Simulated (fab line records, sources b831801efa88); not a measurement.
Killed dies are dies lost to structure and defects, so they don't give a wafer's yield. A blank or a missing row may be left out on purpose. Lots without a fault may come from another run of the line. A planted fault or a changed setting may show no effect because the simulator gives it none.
A struck lot beside a sound one | flow sky130 | 42 steps out of a route of 708
Sound: wafers L258.1, L258.3, L258.5. Struck: wafer L271.4. (L271.6 of the same lot was not struck and is left out.) The cause comes at the end.
At each step with rows: each side's tool, then ch and its chambers, then its first start. Under that, the readings that differ: sound wafers | struck wafers | difference of the means | sigmas: that difference in standard deviations of wafers without a fault.
alike: readings whose means differ by less than 2 such deviations, and words and numbers that are the same on both sides. not compared: withheld readings, readings that some wafer has no value for, bounds like >300 that may hide the same value, and numbers for which the record gives no deviation and whose values overlap.
The two part at a step that has a row with sigmas, a row that says differs or no value, or rows on one side only. Numbers that don't overlap but have no deviation are shown without sigmas and don't part them. A reading that every wafer of one side lacks parts them only if that side has two wafers or more.

SKY_SD_P_CD_MEAS_07: target cd 380 nm.
  sound on cd_sem-02, day 24 16:49; struck on cd_sem-01, day 30 08:50
  alike: cd_nm
SKY_SD_P_OVL_MEAS_08:
  sound on overlay-02, day 24 16:56; struck on overlay-01, day 30 08:55
  alike: SD_P_OVL
then, 1 step without rows for these wafers: SKY_SD_P_IMPLANT_09.
SKY_SD_P_STRIP_10: strips in O2/N2.
  sound on plasma_asher-01 ch 0,1, day 24 17:08; struck on plasma_asher-02 ch 0, day 30 09:07
  alike: chamber_pressure_mTorr, drypump_motor_current_A, oes_product_au, strip_time_to_endpoint_s
  not compared: rf_hours_counter_h
SKY_SD_P_TW_MEAS_11:
  sound on film_metro-03, day 24 17:14; struck on film_metro-01, day 30 09:13
  alike: SD_P_TW
then, 7 steps without rows for these wafers: SKY_RES_XHIGH_DEHYDRATE_00 (time 60 s); SKY_RES_XHIGH_HMDS_01 (prime time 60 s); SKY_RES_XHIGH_COAT_02 (resist thk 1140 nm); SKY_RES_XHIGH_SOFTBAKE_03 (time 60 s); SKY_RES_XHIGH_EXPOSE_04 (exposes mask URPM, target cd 1270 nm); SKY_RES_XHIGH_PEB_05; SKY_RES_XHIGH_DEVELOP_06 (develop time 60 s).
SKY_RES_XHIGH_IMPLANT_07:
  sound on implanter-04 ch 0, day 25 21:50; struck on implanter-04 ch 0, day 31 12:40
SKY_RES_XHIGH_STRIP_08: strips in O2/N2.
  sound on plasma_asher-04 ch 0,1, day 25 21:59; struck on plasma_asher-02 ch 0, day 31 12:46
  reading               | sound             | struck | difference | sigmas
  oes_product_au (a.u.) | 0.714 0.705 0.704 | 0.722  | +0.014     | +3
  alike: chamber_pressure_mTorr, drypump_motor_current_A, strip_time_to_endpoint_s
  not compared: rf_hours_counter_h
SKY_RES_XHIGH_TW_MEAS_09:
  sound on film_metro-02, day 25 22:05; struck on film_metro-01, day 31 12:52
  alike: RES_XHIGH_TW
then, 7 steps without rows for these wafers: SKY_SD_N_DEHYDRATE_00 (time 60 s); SKY_SD_N_HMDS_01 (prime time 60 s); SKY_SD_N_COAT_02 (resist thk 1140 nm); SKY_SD_N_SOFTBAKE_03 (time 60 s); SKY_SD_N_EXPOSE_04 (exposes mask NSDM, target cd 380 nm); SKY_SD_N_PEB_05; SKY_SD_N_DEVELOP_06 (develop time 60 s).
SKY_SD_N_CD_MEAS_07: target cd 380 nm.
  sound on cd_sem-02, day 27 02:22; struck on cd_sem-02, day 32 16:20
  alike: cd_nm
SKY_SD_N_OVL_MEAS_08:
  sound on overlay-02, day 27 02:29; struck on overlay-01, day 32 16:25
  alike: SD_N_OVL
then, 2 steps without rows for these wafers: SKY_SD_N_IMPLANT_09; SKY_SD_N_IMPLANT_10.
SKY_SD_N_STRIP_11: strips in O2/N2.
  sound on plasma_asher-04 ch 0,1, day 27 02:49; struck on plasma_asher-03 ch 0, day 32 16:46
  alike: chamber_pressure_mTorr, drypump_motor_current_A, oes_product_au, strip_time_to_endpoint_s
  not compared: rf_hours_counter_h
SKY_SD_N_TW_MEAS_12:
  sound on film_metro-01, day 27 02:55; struck on film_metro-03, day 32 16:52
  reading | sound          | struck | difference | sigmas
  SD_N_TW | 4015 4005 3995 | 3945   | -60        | -2
then, 1 step without rows for these wafers: SKY_SD_N_CLEAN_13 (cleans in SC1/SC2, time 150 s).
SKY_SD_N_RTA_14: time 2 s.
  sound on rtp_anneal-01 ch 0, day 27 03:02; struck on rtp_anneal-02 ch 0, day 32 16:58
  alike: lamp_power_pct, wafer_temp_C_max
SKY_SD_N_RS_MEAS_16: measures by four-point-probe.
  sound on film_metro-02, day 27 03:13; struck on film_metro-02, day 32 17:11
  alike: SD_N_RS
SKY_SD_N_RS_MEAS_17: measures by four-point-probe.
  sound on film_metro-02, day 27 03:20; struck on film_metro-02, day 32 17:18
  alike: SD_P_RS
SKY_SD_N_RS_MEAS_18: measures by four-point-probe.
  sound on film_metro-02, day 27 03:27; struck on film_metro-02, day 32 17:25
  alike: RES_XHIGH_RS
then, 2 steps without rows for these wafers: SKY_SALICIDE_CLEAN_00 (cleans in HF-last, time 30 s); SKY_LI_CONTACT_HDPCVD_00 (deposits PSG, target thk 930 nm, time 155 s).
SKY_LI_CONTACT_THK_MEAS_01:
  sound on film_metro-02, day 27 03:41; struck on film_metro-03, day 32 17:38
  alike: LI_CONTACT_HDPCVD_THK
SKY_LI_CONTACT_CMP_02: polishes PSG.
  sound on cmp-02 ch 0,2, day 27 03:44; struck on cmp-01 ch 2, day 32 17:49
  alike: motor_current_A, time_to_endpoint_s
SKY_LI_CONTACT_BOW_MEAS_03:
  sound on film_metro-03, day 27 04:02; struck on film_metro-03, day 32 18:01
  alike: LI_CONTACT_BOW
then, 3 steps without rows for these wafers: SKY_LI_CONTACT_DEHYDRATE_04 (time 60 s); SKY_LI_CONTACT_HMDS_05 (prime time 60 s); SKY_LI_CONTACT_COAT_06 (resist thk 60 nm).
-- the record jumps here: 16 days lie between the struck wafers' starts before and after (it left off in module LI_CONTACT and takes up again in module PAD_OPEN, whose first step shown is number 708 of the route) --
SKY_PAD_OPEN_PROBE_99:
  sound on prober-01, day 45 03:45; struck on prober-01, day 49 03:52
  reading                                  | sound             | struck | difference | sigmas
  killed_at_M0_to_M3                       | 49 50 48          | 33     | -16        | -2
  killed_dies                              | 92 92 92          | 71     | -21        | -2
  killed_short                             | 44 46 35          | 27     | -15        | -2
  model.etest.res_xhigh_po.rs_ohm_sq_range | 147.6 138.2 121.4 | 227.3  | +91.6      |
  alike: killed_at_M4_up, killed_at_contacts, killed_at_front_end, killed_at_other, killed_open

WHERE THEY PART
First at SKY_RES_XHIGH_STRIP_08; last, within this record, at SKY_PAD_OPEN_PROBE_99.

WHY: what the simulator had put in
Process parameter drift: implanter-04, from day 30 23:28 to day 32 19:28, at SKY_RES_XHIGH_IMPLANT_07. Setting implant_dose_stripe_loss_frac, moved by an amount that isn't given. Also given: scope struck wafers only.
